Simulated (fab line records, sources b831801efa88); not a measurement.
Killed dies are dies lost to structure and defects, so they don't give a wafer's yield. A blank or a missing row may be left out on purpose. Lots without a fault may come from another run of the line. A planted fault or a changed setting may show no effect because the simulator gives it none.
Which tool did it? | flow sky130 | 11 lots, 33 wafers sampled, at 5 steps of a route of 708

WHAT THE GAUGES READ, wafer by wafer
SKY_VIA3_RS_MEAS_22: measures by four-point-probe.
lot  | measured     | on            | VIA3_W_RS (ohm/sq)
L233 | day 40 10:50 | film_metro-01 | 0.299 0.286 0.301
L234 | day 40 21:38 | film_metro-01 | 0.296 0.287 0.304
L236 | day 41 08:25 | film_metro-02 | 0.289 0.292 0.287
L238 | day 41 22:55 | film_metro-01 | 0.292 0.294 0.294
L240 | day 42 08:35 | film_metro-01 | 0.292 0.290 0.292
L241 | day 42 16:53 | film_metro-04 | 0.286 0.288 0.293
L244 | day 43 09:28 | film_metro-04 | 0.289 0.290 0.290
L245 | day 43 23:01 | film_metro-01 | 0.291 0.289 0.303
L246 | day 44 02:44 | film_metro-04 | 0.290 0.287 0.292
L253 | day 45 21:25 | film_metro-04 | 0.330 0.311 0.330
L254 | day 46 09:57 | film_metro-04 | 0.324 0.327 0.314

SKY_VIA3_THK_MEAS_23: measures by xrf.
lot  | measured     | on            | VIA3_W_THK (nm)
L233 | day 40 10:56 | film_metro-01 | 393 411 391
L234 | day 40 21:46 | film_metro-01 | 396 407 388
L236 | day 41 08:32 | film_metro-02 | 406 399 406
L238 | day 41 23:00 | film_metro-01 | 400 399 399
L240 | day 42 08:41 | film_metro-01 | 403 404 399
L241 | day 42 17:00 | film_metro-04 | 408 406 397
L244 | day 43 09:35 | film_metro-04 | 401 400 400
L245 | day 43 23:08 | film_metro-01 | 399 403 385
L246 | day 44 02:50 | film_metro-04 | 404 410 401
L253 | day 45 21:32 | film_metro-04 | 352 371 350
L254 | day 46 10:04 | film_metro-04 | 361 357 374

WHICH TOOL RAN EACH LOT (tool, then ch and the chambers of the sampled wafers, then the start)
lot  | SKY_METAL1_DESCUM_17              | SKY_METAL2_SPUTTER_01        | SKY_VIA3_CVD_21
L233 | rie_metal-01 ch 0,1, day 33 14:05 | pvd_sputter-04, day 34 19:28 | cvd_w-02 ch 0,1, day 40 10:43
L234 | rie_metal-01 ch 1, day 34 04:20   | pvd_sputter-03, day 35 09:07 | cvd_w-02 ch 0,1, day 40 21:31
L236 | rie_metal-01 ch 0,1, day 34 14:47 | pvd_sputter-04, day 35 19:54 | cvd_w-01 ch 0,1, day 41 08:17
L238 | rie_metal-04 ch 0, day 35 06:22   | pvd_sputter-03, day 36 11:10 | cvd_w-01 ch 0,1, day 41 22:46
L240 | rie_metal-02 ch 0,1, day 35 17:36 | pvd_sputter-03, day 36 22:50 | cvd_w-01 ch 0,1, day 42 08:26
L241 | rie_metal-04 ch 0, day 36 02:09   | pvd_sputter-02, day 37 07:10 | cvd_w-01 ch 0,1, day 42 16:44
L244 | rie_metal-02 ch 0,1, day 36 22:14 | pvd_sputter-02, day 38 01:58 | cvd_w-01 ch 0, day 43 09:20
L245 | rie_metal-04 ch 1, day 37 10:44   | pvd_sputter-02, day 38 17:19 | cvd_w-02 ch 0,1, day 43 22:54
L246 | rie_metal-01 ch 0,1, day 37 17:11 | pvd_sputter-02, day 38 20:52 | cvd_w-01 ch 0,1, day 44 02:35
L253 | rie_metal-02 ch 0, day 39 16:56   | pvd_sputter-03, day 40 20:14 | cvd_w-02 ch 0,1, day 45 21:17
L254 | rie_metal-02 ch 0, day 40 08:11   | pvd_sputter-03, day 41 11:36 | cvd_w-02 ch 0,1, day 46 09:50
- SKY_METAL1_DESCUM_17: chemistry O2, time 8 s.
- SKY_METAL2_SPUTTER_01: material TiN, target thk 20 nm, time 16.7 s.
- SKY_VIA3_CVD_21: deposits W, target thk 390 nm, time 117.31 s.

WHAT THE TOOLS THEMSELVES READ (means of the sampled wafers that have a number; where no wafer has one, the mark that the record gives instead)
SKY_METAL1_DESCUM_17.
lot  | tool         | drypump_motor_current_A (A) | oes_product_au (a.u.)
L233 | rie_metal-01 | 6.2                         | 1.005
L234 | rie_metal-01 | 6.2                         | 0.999
L236 | rie_metal-01 | 6.2                         | 1.010
L238 | rie_metal-04 | 5.8                         | 1.003
L240 | rie_metal-02 | 6.3                         | 0.988
L241 | rie_metal-04 | 5.8                         | 1.002
L244 | rie_metal-02 | 6.1                         | 0.996
L245 | rie_metal-04 | 5.4                         | 1.012
L246 | rie_metal-01 | 6.2                         | 1.009
L253 | rie_metal-02 | 5.8                         | 0.998
L254 | rie_metal-02 | 5.8                         | 1.004

SKY_METAL2_SPUTTER_01.
lot  | tool           | throttle_valve_pct (%)
L233 | pvd_sputter-04 | 29.7
L234 | pvd_sputter-03 | 29.7
L236 | pvd_sputter-04 | 28.5
L238 | pvd_sputter-03 | 29.8
L240 | pvd_sputter-03 | 30.9
L241 | pvd_sputter-02 | 28.7
L244 | pvd_sputter-02 | 28.9
L245 | pvd_sputter-02 | 28.9
L246 | pvd_sputter-02 | 29.1
L253 | pvd_sputter-03 | 30.2
L254 | pvd_sputter-03 | 30.1

SKY_VIA3_CVD_21.
lot  | tool     | chamber_pressure_Torr (Torr) | heater_power_w (W)
L233 | cvd_w-02 | 40.05                        | 754
L234 | cvd_w-02 | 39.94                        | 758
L236 | cvd_w-01 | 40.07                        | 787
L238 | cvd_w-01 | 40.09                        | 787
L240 | cvd_w-01 | 40.00                        | 813
L241 | cvd_w-01 | 40.09                        | 779
L244 | cvd_w-01 | 39.94                        | 771
L245 | cvd_w-02 | 40.07                        | 822
L246 | cvd_w-01 | 40.02                        | 790
L253 | cvd_w-02 | 34.06                        | 759
L254 | cvd_w-02 | 34.04                        | 764

THE ANSWER, worked out from the rows above alone
Rule: what is usual is taken from the lots themselves. Put in order of their means at a reading, lots are off if they are a third of the lots or fewer, leave a main group of 4 or more, and stand apart from it by a gap of 3 or more times the standard deviation of the main group's means; of several such gaps the widest counts. A main group whose means are all the same, to the digits that the tables above print for the reading, isn't used. A lot without any number at a reading at which 4 lots or more have one is off too. The other lots that the step has rows for count as sound. The gauges are gone through in route order, then the tools' own readings, and for those a lot's mean is taken as printed above. The first step at which some lot is off is used, and at that step the reading that is off furthest; a lot without a number counts as furthest.
Off: L253, L254, at SKY_VIA3_RS_MEAS_22 (VIA3_W_RS). The main group: mean 0.292 ohm/sq, standard deviation 0.0026.
A tool fits if, at a process step before that reading, it ran every lot that is off, and no sound lot after the first of them. The gauges at SKY_VIA3_RS_MEAS_22 aren't tried: what is off there is off at SKY_VIA3_CVD_21 too, on other tools, and a gauge's error can't cause that. Can't be told from this: 3 tools fit, rie_metal-02 at SKY_METAL1_DESCUM_17, pvd_sputter-03 at SKY_METAL2_SPUTTER_01, cvd_w-02 at SKY_VIA3_CVD_21.

WHAT THE SIMULATOR HAD PUT IN
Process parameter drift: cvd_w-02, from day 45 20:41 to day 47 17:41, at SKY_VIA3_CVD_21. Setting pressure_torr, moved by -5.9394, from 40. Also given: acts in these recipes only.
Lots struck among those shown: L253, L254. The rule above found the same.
